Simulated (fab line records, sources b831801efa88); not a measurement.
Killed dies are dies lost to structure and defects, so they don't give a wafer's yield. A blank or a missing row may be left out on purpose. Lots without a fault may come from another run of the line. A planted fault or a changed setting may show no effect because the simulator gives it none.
A struck lot beside a sound one | flow sky130 | 22 steps out of a route of 708
Sound: wafers L254.1, L254.2, L254.4. Struck: wafers L249.2, L249.5, L249.6. The cause comes at the end.
At each step with rows: each side's tool, then ch and its chambers, then its first start. Under that, the readings that differ: sound wafers | struck wafers | difference of the means | sigmas: that difference in standard deviations of wafers without a fault.
alike: readings whose means differ by less than 2 such deviations, and words and numbers that are the same on both sides. not compared: withheld readings, readings that some wafer has no value for, bounds like >300 that may hide the same value, and numbers for which the record gives no deviation and whose values overlap.
The two part at a step that has a row with sigmas, a row that says differs or no value, or rows on one side only. Numbers that don't overlap but have no deviation are shown without sigmas and don't part them. A reading that every wafer of one side lacks parts them only if that side has two wafers or more.

first, 7 steps without rows for these wafers: SKY_FIELD_ISO_HMDS_06 (prime time 60 s); SKY_FIELD_ISO_COAT_07 (resist thk 60 nm); SKY_FIELD_ISO_COAT_08 (resist thk 450 nm); SKY_FIELD_ISO_SOFTBAKE_09 (time 90 s); SKY_FIELD_ISO_EXPOSE_10 (exposes mask FOM, target cd 150 nm); SKY_FIELD_ISO_PEB_11; SKY_FIELD_ISO_DEVELOP_12 (develop time 60 s).
SKY_FIELD_ISO_CD_MEAS_13: target cd 150 nm.
  sound on cd_sem-02, day 6 03:16; struck on cd_sem-01, day 4 23:49
  alike: cd_nm
SKY_FIELD_ISO_ETCH_14: etches BARC in N2/H2, stops on SiO2, time 45.9 s, target depth 60 nm.
  sound on rie_diel-01 ch 0,1,3, day 6 03:23; struck on rie_diel-04 ch 1,2,3, day 4 23:55
  alike: bias_w, chamber_pressure_mTorr, drypump_motor_current_A, oes_product_au, throttle_valve_pct
  not compared: rf_hours_counter_h
SKY_FIELD_ISO_ETCH_15: etches the open film in CHF3/O2, stops on Si, target depth 180 nm, time 72 s.
  sound on rie_diel-01 ch 0,1,3, day 6 03:26; struck on rie_diel-04 ch 1,2,3, day 4 23:58
  alike: O2_flow_sccm, bias_w, drypump_motor_current_A, oes_product_au, throttle_valve_pct
  not compared: rf_hours_counter_h
SKY_FIELD_ISO_STRIP_16: strips in O2/N2.
  sound on plasma_asher-02 ch 0,1, day 6 03:29; struck on plasma_asher-02 ch 0,1, day 5 00:01
  alike: drypump_motor_current_A, oes_product_au, strip_time_to_endpoint_s
  not compared: rf_hours_counter_h
SKY_FIELD_ISO_ETCH_17: etches Si in HBr/Cl2/O2, target depth 342 nm, time 97.7 s.
  sound on rie_si-02 ch 0,1,2, day 6 03:35; struck on rie_si-02 ch 0,1,3, day 5 00:07
  alike: HBr_flow_sccm, O2_flow_sccm, drypump_motor_current_A, oes_product_au, throttle_valve_pct
  not compared: rf_hours_counter_h
SKY_FIELD_ISO_WET_ETCH_18: etches Si3N4 in H3PO4, target depth 25 nm, time 286 s.
  sound on wet_bench-01 ch 0, day 6 03:39; struck on wet_bench-02 ch 2, day 5 00:12
  no value came back on the struck wafers for bath_guard_temp_C (C), bath_heat_duty_pct (%); on the sound wafers bath_guard_temp_C (C) reads 159.8 160.2 160.1
  reading                                     | sound             | struck          | difference | sigmas
  model.Si3N4_of_FIELD_ISO_CVD_03.thk_nm (nm) | 127.3 126.2 127.2 | 147 147.1 146.2 | +20        |
then, 6 steps without rows for these wafers: SKY_FIELD_ISO_CLEAN_19 (cleans in SC1/SC2, time 150 s); SKY_FIELD_ISO_CLEAN_20 (cleans in dHF, time 20 s); SKY_FIELD_ISO_WET_ETCH_21 (etches SiO2 in dHF, target depth 20 nm, time 400 s); SKY_FIELD_ISO_OXIDATION_22 (stabilise 600 s, purge 300 s, target thk 10 nm); SKY_FIELD_ISO_CVD_24 (deposits SiO2, target thk 595 nm, time 99.2 s); SKY_FIELD_ISO_ANNEAL_26 (time 1800 s).
SKY_FIELD_ISO_CMP_27: polishes, stops on Si3N4, t overpolish 16 s, target thk 457.8 nm.
  sound on cmp-01 ch 0,1,2, day 6 09:17; struck on cmp-01 ch 0,1,2, day 5 04:10
  alike: motor_current_A
SKY_FIELD_ISO_WET_ETCH_28: etches SiO2 in dHF, target depth 23.7 nm, time 47 s.
  sound on wet_bench-01 ch 0, day 6 09:35; struck on wet_bench-04 ch 0, day 5 04:22
  reading                                     | sound             | struck            | difference | sigmas
  model.Si3N4_of_FIELD_ISO_CVD_03.thk_nm (nm) | 121.4 120.3 121.3 | 141.1 141.1 140.2 | +19.8      |
  alike: bath_heat_duty_pct, run_length_s
then, 1 step without rows for these wafers: SKY_FIELD_ISO_WET_ETCH_29 (etches Si3N4 in H3PO4, target depth 160 nm, time 1825 s).

WHERE THEY PART
Only at SKY_FIELD_ISO_WET_ETCH_18, within this record. Later steps at which nothing parts them and some readings are alike: SKY_FIELD_ISO_CMP_27, SKY_FIELD_ISO_WET_ETCH_28.

WHY: what the simulator had put in
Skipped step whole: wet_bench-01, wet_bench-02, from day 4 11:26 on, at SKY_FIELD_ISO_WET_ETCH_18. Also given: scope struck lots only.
